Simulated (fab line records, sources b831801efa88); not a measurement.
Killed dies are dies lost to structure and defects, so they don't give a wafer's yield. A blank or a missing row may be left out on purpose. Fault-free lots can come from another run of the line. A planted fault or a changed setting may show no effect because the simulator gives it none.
A lot that was struck, set against a sound lot / flow sky130 / 28 out of 708 route steps
Sound: these wafers, L927.2, L927.5, L927.6. Struck: wafers L939.1, L939.2, L939.3. Last of all comes the cause.
At each step with rows: each side's tool, then ch and its chambers, then its first start. Under that, the readings that differ: sound wafers / struck wafers / difference of the means / sigmas: that difference in standard deviations of wafers without a fault.
alike: readings whose means differ by less than 2 such deviations, and words and numbers that are the same on both sides. not compared: withheld readings, readings that some wafer has no value for, bounds like >300 that may hide the same value, and numbers for which the record gives no deviation and whose values overlap.
The two part at a step that has a row with sigmas, a row that says differs or no value, or rows on one side only. When numbers do not overlap yet have no deviation, they are printed without sigmas and do not part them. Lack of a reading on every wafer of one side parts them only where that side has two or more wafers.

SKY_VIA4_ETCH_12: etches SiO2 in C4F8/O2/Ar, stops on TiN, target depth 580 nm.
  sound on rie diel-03 ch 1,2,3, day 43 10:47; struck on rie diel-04 ch 0,1,2, day 46 20:03
  alike: oes product au, rf fwd power W
then, 5 steps without rows for these wafers: SKY_VIA4_STRIP_13 (strips in O2/N2); SKY_VIA4_STRIP_14 (strips in post etch residue remover, time 1200 s); SKY_VIA4_CLEAN_15 (cleans in IPA, time 180 s); SKY_VIA4_CLEAN_16 (cleans in O3/DIW); SKY_VIA4_SPUTTER_17 (material TiN, target thk 20 nm, time 80 s).
SKY_VIA4_CVD_18: deposits W, target thk 505 nm, time 152.14 s.
  sound on cvd w-02 ch 0,1, day 43 11:36; struck on cvd w-01 ch 0,1, day 46 20:47
  alike: heater power w
SKY_VIA4_RS_MEAS_19: measurement is done with a four-point probe.
  sound on film metro-04, day 43 11:46; struck on film metro-04, day 46 20:56
  alike: VIA4_W_RS
SKY_VIA4_THK_MEAS_20: measures by xrf.
  sound on film metro-04, day 43 11:53; struck on film metro-04, day 46 21:03
  alike: VIA4_W_THK
then, 2 steps without rows for these wafers: SKY_VIA4_CMP_21 (polishes, stops on SiO2, t overpolish 25 s, target thk 0 nm); SKY_METAL5_SPUTTER_00 (material Ti, target thk 15 nm, time 10 s).
SKY_METAL5_SPUTTER_01: material TiN, target thk 20 nm, time 16.7 s.
  sound on pvd sputter-04, day 43 12:15; struck on pvd sputter-01, day 46 21:29
  alike: cathode dc power W, throttle valve pct
SKY_METAL5_SPUTTER_02: material AlCu, target thk 1150 nm, time 61.2 s.
  sound on pvd sputter-04, day 43 12:17; struck on pvd sputter-01, day 46 21:30
reading=cathode dc power W (W); sound=10600 10598 10601; struck=10045 10046 10041; difference=-556; sigmas=-99 or more
reading=model.AlCu_of_METAL5_SPUTTER_02.thk nm (nm); sound=1147 1137 1154; struck=1084 1105 1089; difference=-53; sigmas=
  alike: throttle valve pct
SKY_METAL5_SPUTTER_03: material Ti, target thk 5 nm, time 3.3 s.
  sound on pvd sputter-04, day 43 12:20; struck on pvd sputter-01, day 46 21:34
  alike: cathode dc power W, throttle valve pct
SKY_METAL5_SPUTTER_04: material TiN, target thk 70 nm, time 58.3 s.
  sound on pvd sputter-04, day 43 12:21; struck on pvd sputter-01, day 46 21:34
  alike: cathode dc power W, throttle valve pct
SKY_METAL5_RS_MEAS_05: measurement is done with a four-point probe.
  sound on film metro-01, day 43 12:25; struck on film metro-02, day 46 21:37
reading=METAL5_ALCU_RS (ohm/sq); sound=0.0271 0.0274 0.0269; struck=0.0287 0.0282 0.0286; difference=+0.0014; sigmas=+4
SKY_METAL5_THK_MEAS_06: measures by xrf.
  sound on film metro-01, day 43 12:31; struck on film metro-02, day 46 21:44
reading=METAL5_ALCU_THK (nm); sound=1178 1168 1181; struck=1110 1132 1116; difference=-56; sigmas=-3
then, 8 steps without rows for these wafers: SKY_METAL5_DEHYDRATE_07 (time 60 s); SKY_METAL5_HMDS_08 (prime time 60 s); SKY_METAL5_COAT_09 (resist thk 1800 nm); SKY_METAL5_SOFTBAKE_10 (time 60 s); SKY_METAL5_EXPOSE_11 (exposes mask MM5, target cd 1600 nm); SKY_METAL5_PEB_12; SKY_METAL5_DEVELOP_13 (develop time 60 s); SKY_METAL5_DESCUM_14 (chemistry O2, time 11 s).
SKY_METAL5_METAL_ETCH_15: etches the open film in Cl2/BCl3, stops on SiO2, target depth 1260 nm, time 252 s.
  sound on rie metal-03 ch 0,1, day 44 10:21; struck on rie metal-03 ch 0,1, day 47 17:14
reading=oes product au (a.u.); sound=0.890 0.890 0.892; struck=0.873 0.879 0.878; difference=-0.014; sigmas=-3
  alike: drypump motor current A, mfc cl2 sccm, rf fwd power W, throttle valve pct
  not compared: rf hours counter h
then, 1 step without rows for these wafers: SKY_METAL5_STRIP_16 (strips in O2/N2).
SKY_PAD_OPEN_PROBE_99:
  sound on prober-02, day 46 07:25; struck on prober-02, day 49 09:53
reading=killed at front end; sound=14 5 15; struck=27 23 24; difference=+13; sigmas=+3
reading=model.etest.met5.rs ohm sq; sound=0.0272 0.02769 0.02728; struck=0.02871 0.02817 0.02903; difference=+0.00125; sigmas=
reading=model.etest.met5.line ohm um; sound=0.01704 0.01729 0.01721; struck=0.01787 0.01769 0.01817; difference=+0.00073; sigmas=
  alike: defect limited yield, killed_at_M0_to_M3, killed_at_M4_up, killed at contacts, killed at other, killed dies, killed open, killed short, sort_bin_3_pad_short, sort_bin_5_function, sort_bin_6_memory, sort n pass, sort yield pct

WHERE THEY PART
Last at SKY_PAD_OPEN_PROBE_99 as far as this record goes, first at SKY_METAL5_SPUTTER_02.

WHY: the cause the simulator had injected
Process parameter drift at SKY_METAL5_SPUTTER_02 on pvd sputter-01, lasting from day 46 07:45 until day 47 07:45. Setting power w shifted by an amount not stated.
